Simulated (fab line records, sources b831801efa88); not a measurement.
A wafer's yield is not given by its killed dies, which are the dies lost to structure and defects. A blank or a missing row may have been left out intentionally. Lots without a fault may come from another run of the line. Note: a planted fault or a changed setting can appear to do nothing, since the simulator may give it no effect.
fab line records | flow gf180mcu | part 1 of 2: steps 1 to 22 of 30
[record] lots = 5 wafers = 15 last-day = 34
route steps=602 shown M5@529 V5@540
lots with no fault: from the same line, run without faults
start-h: the number of hours between the record's first day and the start of the first shown wafer of the lot | wait-h: hours elapsed since this lot's preceding step | " unchanged from the row above | L1.1+2: a row that stands for several wafers | - either no value or no given start | * or withheld: withheld | < > ~ a bound
route shown NAME@n: a module of which the file shows steps, and the number in the route of the first | usual: average and standard deviation across the fault-free wafers | same: alike in all rows | chamber/n: place in a boat | sites: readings site by site | _std_site: standard deviation across them | _edge_site: inner sites' mean taken away from outer sites' mean | radius-mm: how far each site lies from the wafer's centre | mask NAME#n: copy n | behind: the last tool/chamber to shape the wafer | hold: the reason the lot was held/the length of the hold in hours/how it ended | device: names the non-switching transistor (n, p or np) | end of line: at the end of the route, the tests of the same wafers | a step given without rows: its recipe and nothing more | killed: count of dies lost to structure and defects at first sort (not the wafer's yield) | map: per-die view of a wafer (x killed, . not killed, _ where there is no die)
set.NAME: the setting that was run; set.NAME@STEP: the one run at that earlier step | model.NAME: the simulator's own value behind a step, which no gauge read
lots at selected steps of the route; one table per step, one row per wafer
services: the hour from which a tool's chamber was out of use, counted from the record's first day as start-h (under 0 if before that day), plus the number of hours and why
[[steps]]
[step GF_M5_SOFTBAKE_03]
[recipe] temp-c = 130 time-s = 60 resist = KrF
[usual] chill-plate-temp-C = 23.00/0.11 exhaust-pa = 45.0/0.88 heater-power-total-W = 93.05/0.053
[same] time-s = 60
// columns lot.wafer tool chamber start-h wait-h chill-plate-temp-C exhaust-pa heater-power-total-W
L075.1 litho-track-04 0 619.21 0.1 23.03 45.1 93.07
L075.4 " 0 " " 22.97 45.2 93.10
L075.5 " 0 " " 23.00 45.5 93.08
L082.1 litho-track-04 0 664.76 0.1 23.08 45.5 93.16
L082.2 " 0 " " 22.85 45.1 93.02
L082.6 " 0 " " 22.97 46.4 93.16
L085.2 litho-track-03 0 689.22 0.1 23.17 44.5 93.00
L085.3 " 0 " " 23.22 43.6 93.03
L085.6 " 0 " " 23.23 45.1 93.01
L092.1 litho-track-01 0 729.04 0.1 22.87 45.8 93.02
L092.4 " 0 " " 22.90 45.1 93.11
L092.6 " 0 " " 22.99 44.7 93.06
L096.2 litho-track-01 0 752.42 0.1 22.95 43.6 93.10
L096.3 " 0 " " 23.06 44.1 93.08
L096.4 " 0 " " 22.90 44.2 93.02
[step GF_M5_EXPOSE_04]
[recipe] mask-id = Metal5 target-cd-nm = 280 na = 0.68 source-shape = conventional sigma-outer = 0.6 dose-mj = 28
[usual] stage-vel-mm-s = 499.98/0.23
// columns lot.wafer tool chamber start-h wait-h mask stage-vel-mm-s
L075.1 krf-scanner-02 0 - - Metal5#0 499.60
L075.4 " 0 " " Metal5#0 499.38
L075.5 " 0 " " Metal5#0 499.79
L082.1 krf-scanner-01 0 - - Metal5#0 499.72
L082.2 " 0 " " Metal5#0 499.87
L082.6 " 0 " " Metal5#0 499.57
L085.2 krf-scanner-02 0 - - Metal5#0 500.12
L085.3 " 0 " " Metal5#0 499.92
L085.6 " 0 " " Metal5#0 500.13
L092.1 krf-scanner-01 0 - - Metal5#0 499.92
L092.4 " 0 " " Metal5#0 500.07
L092.6 " 0 " " Metal5#0 499.82
L096.2 krf-scanner-02 0 - - Metal5#0 500.03
L096.3 " 0 " " Metal5#0 499.91
L096.4 " 0 " " Metal5#0 500.36
[step GF_M5_PEB_05]
[recipe] peb-temp-c = 135 peb-time-s = 90 resist = KrF
[usual] chill-plate-temp-C = 23.00/0.087 exhaust-pa = 45.0/0.89 heater-power-total-W = 85.71/0.083
// columns lot.wafer tool chamber start-h wait-h chill-plate-temp-C exhaust-pa heater-power-total-W
L075.1 litho-track-03 0 - - 23.00 43.8 85.80
L075.4 " 0 " " 23.11 43.2 85.68
L075.5 " 0 " " 22.96 44.3 85.59
L082.1 litho-track-03 0 - - 22.83 44.2 85.83
L082.2 " 0 " " 23.00 44.0 85.70
L082.6 " 0 " " 22.94 44.8 85.72
L085.2 litho-track-01 0 - - 22.98 45.6 85.64
L085.3 " 0 " " 23.03 45.5 85.74
L085.6 " 0 " " 23.02 46.5 85.54
L092.1 litho-track-04 0 - - 23.02 45.7 85.79
L092.4 " 0 " " 23.03 45.6 85.77
L092.6 " 0 " " 23.17 45.2 85.67
L096.2 litho-track-03 0 - - 22.97 46.0 85.75
L096.3 " 0 " " 22.94 44.2 85.60
L096.4 " 0 " " 22.92 45.0 85.81
[step GF_M5_DEVELOP_06]
[recipe] develop-time-s = 60 dev-temp-c = 21
[usual] chill-plate-temp-C = 23.03/0.11 exhaust-pa = 44.9/0.86
// columns lot.wafer tool chamber start-h wait-h chill-plate-temp-C exhaust-pa
L075.1 litho-track-03 0 629.10 0.2 23.06 43.9
L075.4 " 0 " " 22.96 45.3
L075.5 " 0 " " 22.87 44.7
L082.1 litho-track-03 0 674.15 0.2 23.10 43.7
L082.2 " 0 " " 23.24 44.1
L082.6 " 0 " " 23.12 45.1
L085.2 litho-track-01 0 699.57 0.2 22.84 44.4
L085.3 " 0 " " 22.91 46.2
L085.6 " 0 " " 23.03 44.7
L092.1 litho-track-04 0 737.51 0.2 23.05 47.2
L092.4 " 0 " " 23.04 44.8
L092.6 " 0 " " 23.13 45.9
L096.2 litho-track-03 0 760.92 0.2 23.14 44.6
L096.3 " 0 " " 23.08 45.3
L096.4 " 0 " " 23.09 44.0
[step GF_M5_CD_MEAS_07]
[recipe] target-cd-nm = 280
[usual] cd-nm = 279.8/1.4
// columns lot.wafer tool chamber start-h wait-h cd-nm
L075.1 cd-sem-01 - 629.25 0.1 279.8
L075.4 " - " " 279.8
L075.5 " - " " 278.5
L082.1 cd-sem-01 - 674.30 0.1 279.3
L082.2 " - " " 280.4
L082.6 " - " " 280.1
L085.2 cd-sem-01 - 699.71 0.1 277.7
L085.3 " - " " 276.9
L085.6 " - " " 277.9
L092.1 cd-sem-01 - 737.66 0.1 278.3
L092.4 " - " " 278.3
L092.6 " - " " 278.8
L096.2 cd-sem-01 - 761.07 0.1 282.5
L096.3 " - " " 281.3
L096.4 " - " " 281.6
[step GF_M5_OVL_MEAS_08]
[usual] M5_OVL = 0/6.2
// columns lot.wafer tool chamber start-h wait-h M5_OVL[nm]
L075.1 overlay-01 - 629.37 0.1 8
L075.4 " - " " 2
L075.5 " - " " 14
L082.1 overlay-02 - 674.42 0.1 -7
L082.2 " - " " -3
L082.6 " - " " -14
L085.2 overlay-02 - 699.82 0.1 -1
L085.3 " - " " 5
L085.6 " - " " 2
L092.1 overlay-02 - 737.78 0.1 -10
L092.4 " - " " -3
L092.6 " - " " -4
L096.2 overlay-01 - 761.17 0.1 -6
L096.3 " - " " -1
L096.4 " - " " -4
[step GF_M5_ETCH_09]
[recipe] chemistry = CF4/O2 target = Si3N4 target-depth-nm = 52 source-w = 800 bias-w = 150 pressure-mtorr = 150 cf4-flow-sccm = 80 O2_flow_sccm = 10 time-s = 11.6
[usual] O2_flow_sccm = 10.00/0.03 drypump-motor-current-A = 5.7/0.56 oes-product-au = 1.003/0.01 throttle-valve-pct = 5.971/0.01
[same] time-s = 11.6
// columns lot.wafer tool chamber start-h wait-h O2_flow_sccm drypump-motor-current-A oes-product-au rf-hours-counter-h throttle-valve-pct
L075.1 rie-diel-03 2 629.40 0.0 9.97 6.5 1.017 0 5.976
L075.4 " 3 " " 9.97 6.2 1.012 1 5.972
L075.5 " 1 " " 10.07 5.5 0.990 - 5.974
L082.1 rie-diel-03 0 674.45 0.0 10.03 4.9 1.007 2 5.962
L082.2 " 3 " " 9.99 6.2 1.006 3 5.984
L082.6 " 0 " " 9.96 4.9 1.002 - 5.975
L085.2 rie-diel-02 1 699.85 0.0 9.96 5.5 1.000 51 5.972
L085.3 " 3 " " 10.01 5.1 1.017 22 5.971
L085.6 " 3 " " 9.96 5.1 1.010 - 5.978
L092.1 rie-diel-02 3 737.81 0.0 10.03 5.1 1.006 24 5.980
L092.4 " 3 " " 9.99 5.1 1.023 - 5.978
L092.6 " 2 " " 10.03 6.2 1.001 - 5.965
L096.2 rie-diel-03 0 761.20 0.0 10.04 4.9 1.007 6 5.976
L096.3 " 1 " " 10.01 5.5 0.985 13 5.970
L096.4 " 3 " " 10.00 6.2 1.008 7 5.981
[step GF_M5_METAL_ETCH_10]
[recipe] chemistry = Cl2/BCl3 mask-material = KrF target-depth-nm = 627.5 stop-on = SiO2 pressure-mtorr = 8 icp-w = 800 bias-w = 140 Cl2_flow_sccm = 80 bcl3-flow-sccm = 40 time-s = 100.5
[usual] drypump-motor-current-A = 5.5/0.41 oes-product-au = 0.992/0.0063 throttle-valve-pct = 28.227/0.01
[same] time-s = 100.5
// columns lot.wafer tool chamber start-h wait-h drypump-motor-current-A oes-product-au rf-hours-counter-h throttle-valve-pct
L075.1 rie-metal-04 0 629.43 0.0 5.6 1.004 10 28.215
L075.4 " 0 " " 5.6 0.996 - 28.224
L075.5 " 0 " " 5.5 1.003 - 28.214
L082.1 rie-metal-03 0 674.48 0.0 6.3 1.002 11 28.226
L082.2 " 1 " " 5.0 1.004 1 28.230
L082.6 " 0 " " 6.3 1.002 - 28.226
L085.2 rie-metal-03 0 699.87 0.0 6.3 1.001 12 28.234
L085.3 " 1 " " 5.0 0.998 - 28.215
L085.6 " 1 " " 5.0 1.003 - 28.211
L092.1 rie-metal-01 1 737.83 0.0 4.8 0.984 4 28.222
L092.4 " 0 " " 5.7 0.979 - 28.222
L092.6 " 0 " " 5.7 0.988 - 28.239
L096.2 rie-metal-04 1 761.23 0.0 5.6 0.995 6 28.230
L096.3 " 1 " " 5.6 0.990 - 28.235
L096.4 " 0 " " 5.6 0.991 - 28.231
[step GF_M5_STRIP_11]
[recipe] chemistry = O2/N2 power-w = 1400 pressure-mtorr = 1500 platen-temp-c = 250 o2-flow-sccm = 3000 n2-flow-sccm = 300 overash-fraction = 0.5
[usual] drypump-motor-current-A = 5.8/0.32 heater-power-w = 369/36 oes-product-au = 0.547/0.0048 strip-time-to-endpoint-s = 7.63/0.045
// columns lot.wafer tool chamber start-h wait-h drypump-motor-current-A heater-power-w oes-product-au rf-hours-counter-h strip-time-to-endpoint-s
L075.1 plasma-asher-01 1 629.65 0.2 5.9 346 0.547 99 7.62
L075.4 " 1 " " 5.9 344 0.555 - 7.58
L075.5 " 1 " " 5.9 358 0.551 - 7.62
L082.1 plasma-asher-04 1 674.59 0.1 5.5 295 0.549 26 7.59
L082.2 " 0 " " 5.8 353 0.534 26 7.54
L082.6 " 1 " " 5.5 294 0.545 - 7.55
L085.2 plasma-asher-01 1 699.98 0.1 5.9 346 0.546 106 7.57
L085.3 " 1 " " 5.9 349 0.536 - 7.49
L085.6 " 1 " " 5.9 362 0.548 - 7.52
L092.1 plasma-asher-04 1 737.95 0.1 5.4 299 0.548 32 7.64
L092.4 " 0 " " 5.8 366 0.549 - 7.66
L092.6 " 1 " " 5.5 293 0.547 - 7.66
L096.2 plasma-asher-03 0 761.34 0.1 5.5 388 0.544 69 7.60
L096.3 " 1 " " 5.8 373 0.547 - 7.60
L096.4 " 0 " " 5.5 388 0.550 - 7.63
[step GF_M5_STRIP_12]
[recipe] chemistry = post-etch-residue-remover time-s = 1200 temp-c = 72.5
[same] time-s = 1200
// columns lot.wafer tool chamber start-h wait-h
L075.1+4+5 wet-bench-04 2 629.75 0.1
L082.1+2+6 wet-bench-04 0 674.69 0.1
L085.2+3+6 wet-bench-03 2 700.08 0.1
L092.1+4+6 wet-bench-04 0 738.05 0.1
L096.2+3+4 wet-bench-04 0 761.44 0.1
[step GF_M5_CLEAN_13]
[recipe] chemistry = DIW dry = n2-spin
// columns lot.wafer tool chamber start-h wait-h
L075.1+4+5 wet-bench-02 3 630.09 0.0
L082.1+2+6 wet-bench-03 2 675.03 0.0
L085.2+3+6 wet-bench-04 3 700.43 0.0
L092.1+4+6 wet-bench-03 0 738.39 0.0
L096.2+3+4 wet-bench-04 3 761.78 0.0
[step GF_V5_CVD_00]
[recipe] material = SiO2 target-thk-nm = 300 sigma-open-frac = 0.3 temp-c = 400 time-s = 50 sih4-flow-sccm = 60 pressure-mtorr = 6
[usual] sih4-flow-sccm = 60.00/0.18
[same] time-s = 50
// columns lot.wafer tool chamber start-h wait-h sih4-flow-sccm
L075.1 hdpcvd-01 0 630.19 0.0 60.16
L075.4 " 0 " " 60.07
L075.5 " 1 " " 60.19
L082.1 hdpcvd-01 0 675.12 0.0 59.86
L082.2 " 1 " " 60.03
L082.6 " 0 " " 59.87
L085.2 hdpcvd-02 1 700.52 0.0 60.04
L085.3 " 0 " " 60.03
L085.6 " 2 " " 59.61
L092.1 hdpcvd-02 0 738.48 0.0 60.04
L092.4 " 0 " " 59.56
L092.6 " 2 " " 60.17
L096.2 hdpcvd-01 0 761.87 0.0 60.36
L096.3 " 2 " " 60.05
L096.4 " 2 " " 60.51
[step GF_V5_THK_MEAS_01]
[recipe] reads = SiO2_of_V5_CVD_00
[usual] V5_CVD_00_THK = 300.4/2.9
// columns lot.wafer tool chamber start-h wait-h V5_CVD_00_THK[nm]
L075.1 film-metro-01 - 630.23 0.0 300.0
L075.4 " - " " 301.7
L075.5 " - " " 301.1
L082.1 film-metro-02 - 675.17 0.0 298.7
L082.2 " - " " 297.4
L082.6 " - " " 298.9
L085.2 film-metro-04 - 700.57 0.0 297.9
L085.3 " - " " 300.2
L085.6 " - " " 296.6
L092.1 film-metro-04 - 738.52 0.0 299.9
L092.4 " - " " 300.2
L092.6 " - " " 300.4
L096.2 film-metro-02 - 761.93 0.0 298.6
L096.3 " - " " 301.0
L096.4 " - " " 305.8
[step GF_V5_CVD_02]
[recipe] material = SiO2 target-thk-nm = 1450 precursor = TEOS temp-c = 400 time-s = 163.28 rf-w = 600
[usual] heater-power-outer-w = 415/80 heater-power-w = 713/120
[same] time-s = 163.28
// columns lot.wafer tool chamber start-h wait-h heater-power-outer-w heater-power-w
L075.1 pecvd-04 0 630.29 0.1 393 653
L075.4 " 2 " " 402 772
L075.5 " 0 " " 435 684
L082.1 pecvd-03 2 675.23 0.1 590 928
L082.2 " 1 " " 364 672
L082.6 " 2 " " 454 723
L085.2 pecvd-02 0 700.62 0.0 360 589
L085.3 " 2 " " 404 684
L085.6 " 2 " " 315 529
L092.1 pecvd-03 1 738.58 0.1 379 682
L092.4 " 2 " " 457 729
L092.6 " 1 " " 289 560
L096.2 pecvd-02 2 761.98 0.0 359 599
L096.3 " 1 " " 384 685
L096.4 " 2 " " 406 665
[step GF_V5_THK_MEAS_03]
[recipe] reads = SiO2_of_V5_CVD_02
[usual] V5_CVD_02_THK = 1449/20
// columns lot.wafer tool chamber start-h wait-h V5_CVD_02_THK[nm]
L075.1 film-metro-04 - 630.40 0.1 1412
L075.4 " - " " 1451
L075.5 " - " " 1440
L082.1 film-metro-01 - 675.33 0.1 1439
L082.2 " - " " 1450
L082.6 " - " " 1469
L085.2 film-metro-02 - 700.74 0.1 1451
L085.3 " - " " 1417
L085.6 " - " " 1460
L092.1 film-metro-02 - 738.69 0.1 1442
L092.4 " - " " 1460
L092.6 " - " " 1467
L096.2 film-metro-02 - 762.09 0.1 1426
L096.3 " - " " 1399
L096.4 " - " " 1444
[step GF_V5_CMP_04]
[recipe] material = SiO2 down-force-psi = 4 platen-rpm = 60 pad-velocity-m-s = 0.94248
[usual] edge-zone-pressure-frac = 1.000/0.0058 motor-current-A = 12.5/1.1 slurry-flow-ml-min = 150.0/0.42
// columns lot.wafer tool chamber start-h wait-h edge-zone-pressure-frac motor-current-A slurry-flow-ml-min
L075.1 cmp-02 0 630.46 0.1 0.995 11.7 149.8
L075.4 " 2 " " 0.998 11.4 150.3
L075.5 " 0 " " 0.997 11.0 149.9
L082.1 cmp-01 0 675.39 0.1 1.010 13.2 149.7
L082.2 " 2 " " 1.002 14.4 150.6
L082.6 " 0 " " 0.997 13.0 149.9
L085.3 cmp-01 1 700.89 0.1 0.997 12.0 150.6
L085.2 " 2 " " 1.002 14.5 150.1
L085.6 " 3 " " 1.005 13.2 150.7
L092.4 cmp-01 1 738.75 0.0 0.997 11.7 149.9
L092.1 " 3 " " 1.004 12.3 150.0
L092.6 " 1 " " 1.000 11.7 150.2
L096.4 cmp-01 1 762.19 0.1 0.999 11.4 150.2
L096.2 " 2 " " 1.004 14.1 149.9
L096.3 " 3 " " 1.001 12.5 150.4
[step GF_V5_BOW_MEAS_05]
[recipe] mode = bow
[usual] V5_BOW = 135/9.1
// columns lot.wafer tool chamber start-h wait-h V5_BOW[um]
L075.1 film-metro-01 - 630.76 0.2 124
L075.4 " - " " 136
L075.5 " - " " 134
L082.1 film-metro-02 - 675.69 0.2 151
L082.2 " - " " 145
L082.6 " - " " 143
L085.2 film-metro-02 - 701.11 0.1 134
L085.3 " - " " 133
L085.6 " - " " 134
L092.1 film-metro-01 - 739.05 0.1 136
L092.4 " - " " 144
L092.6 " - " " 148
L096.2 film-metro-02 - 762.46 0.2 156
L096.3 " - " " 144
L096.4 " - " " 141
[step GF_V5_DEHYDRATE_06]
[recipe] temp-c = 200 time-s = 60
[usual] chill-plate-temp-C = 23.02/0.1 exhaust-pa = 45.0/0.98 heater-power-total-W = 160.39/0.12
[same] time-s = 60
// columns lot.wafer tool chamber start-h wait-h chill-plate-temp-C exhaust-pa heater-power-total-W
L075.1 litho-track-02 0 639.88 9.1 22.83 46.1 160.46
L075.4 " 0 " " 22.87 44.4 160.40
L075.5 " 0 " " 22.86 46.5 160.47
L082.1 litho-track-02 0 684.08 8.4 23.19 45.2 160.39
L082.2 " 0 " " 23.03 44.1 160.27
L082.6 " 0 " " 23.20 45.7 160.45
L085.2 litho-track-03 0 709.37 8.2 22.95 45.2 160.40
L085.3 " 0 " " 22.97 45.3 160.38
L085.6 " 0 " " 22.93 45.3 160.52
L092.1 litho-track-03 0 747.10 8.0 23.11 43.8 160.23
L092.4 " 0 " " 23.03 43.8 160.32
L092.6 " 0 " " 22.96 44.1 160.59
L096.2 litho-track-02 0 769.65 7.2 22.99 46.0 160.32
L096.3 " 0 " " 22.91 45.1 160.46
L096.4 " 0 " " 23.05 45.0 160.37
[step GF_V5_HMDS_07]
[recipe] prime-time-s = 60 prime-temp-c = 120
[usual] chill-plate-temp-C = 22.98/0.11 exhaust-pa = 45.0/0.83
// columns lot.wafer tool chamber start-h wait-h chill-plate-temp-C exhaust-pa
L075.1 litho-track-02 0 640.03 0.1 23.25 43.4
L075.4 " 0 " " 23.11 44.1
L075.5 " 0 " " 23.12 44.0
L082.1 litho-track-02 0 684.23 0.1 23.10 43.7
L082.2 " 0 " " 22.98 45.5
L082.6 " 0 " " 22.92 43.3
L085.2 litho-track-03 0 709.52 0.1 23.02 44.7
L085.3 " 0 " " 22.97 43.9
L085.6 " 0 " " 22.93 45.6
L092.1 litho-track-03 0 747.25 0.1 22.92 47.1
L092.4 " 0 " " 22.98 46.5
L092.6 " 0 " " 22.94 44.9
L096.2 litho-track-02 0 769.80 0.1 22.99 45.4
L096.3 " 0 " " 23.10 46.0
L096.4 " 0 " " 22.79 44.0
[step GF_V5_COAT_08]
[recipe] resist = BARC temp-c = withheld time-s = withheld spin-rpm = withheld resist-thk-nm = withheld
[usual] chill-plate-temp-C = * exhaust-pa = 44.8/0.8
// columns lot.wafer tool chamber start-h wait-h chill-plate-temp-C exhaust-pa
L075.1 litho-track-02 0 640.18 0.1 * 45.0
L075.4 " 0 " " * 44.2
L075.5 " 0 " " * 45.5
L082.1 litho-track-02 0 684.38 0.1 * 45.1
L082.2 " 0 " " * 45.1
L082.6 " 0 " " * 45.0
L085.2 litho-track-03 0 709.67 0.1 * 44.9
L085.3 " 0 " " * 45.5
L085.6 " 0 " " * 44.7
L092.1 litho-track-03 0 747.40 0.1 * 43.8
L092.4 " 0 " " * 44.4
L092.6 " 0 " " * 43.7
L096.2 litho-track-02 0 769.95 0.1 * 45.2
L096.3 " 0 " " * 46.5
L096.4 " 0 " " * 45.6
[step GF_V5_COAT_09]
[recipe] resist = KrF spin-rpm = withheld resist-thk-nm = 1000
[usual] chill-plate-temp-C = 22.99/0.12 exhaust-pa = 45.0/0.9
// columns lot.wafer tool chamber start-h wait-h chill-plate-temp-C exhaust-pa
L075.1 litho-track-02 0 - - 22.84 46.0
L075.4 " 0 " " 22.95 45.6
L075.5 " 0 " " 22.99 45.7
L082.1 litho-track-02 0 - - 23.12 45.0
L082.2 " 0 " " 23.12 45.4
L082.6 " 0 " " 23.08 45.9
L085.2 litho-track-03 0 - - 23.01 45.3
L085.3 " 0 " " 23.16 45.2
L085.6 " 0 " " 22.93 43.2
L092.1 litho-track-03 0 - - 22.77 44.3
L092.4 " 0 " " 22.80 45.9
L092.6 " 0 " " 22.77 45.6
L096.2 litho-track-02 0 - - 22.98 44.4
L096.3 " 0 " " 22.96 44.8
L096.4 " 0 " " 23.07 46.5
[step GF_V5_SOFTBAKE_10]
[recipe] temp-c = 130 time-s = 62.06 resist = KrF
[usual] chill-plate-temp-C = 23.01/0.1 exhaust-pa = 44.9/0.92 heater-power-total-W = 93.18/0.061 plate-sensor-t-centre-C = 131.01/0.01 plate-sensor-t-edge-C = 131.21/0.01
[same] time-s = 62.06
// columns lot.wafer tool chamber start-h wait-h chill-plate-temp-C exhaust-pa heater-power-total-W plate-sensor-t-centre-C plate-sensor-t-edge-C
L075.1 litho-track-02 0 - - 23.02 43.8 93.15 130.99 131.21
L075.4 " 0 " " 23.24 45.1 93.19 131.02 131.21
L075.5 " 0 " " 22.94 44.1 93.19 131.02 131.21
L082.1 litho-track-02 0 - - 23.00 43.6 93.02 131.01 131.22
L082.2 " 0 " " 23.17 43.8 93.31 131.02 131.18
L082.6 " 0 " " 23.11 43.1 93.10 131.02 131.23
L085.2 litho-track-03 0 - - 23.17 43.3 93.02 131.03 131.2
L085.3 " 0 " " 22.90 44.6 93.31 131.02 131.22
L085.6 " 0 " " 23.27 43.5 93.18 131.03 131.2
L092.1 litho-track-03 0 - - 23.02 44.0 93.15 131.01 131.22
L092.4 " 0 " " 22.86 43.9 93.22 131.02 131.22
L092.6 " 0 " " 22.97 44.1 93.17 131.01 131.22
L096.2 litho-track-02 0 - - 23.06 45.4 93.21 131.02 131.21
L096.3 " 0 " " 23.03 45.4 93.16 131 131.21
L096.4 " 0 " " 22.96 46.4 93.24 131.01 131.21
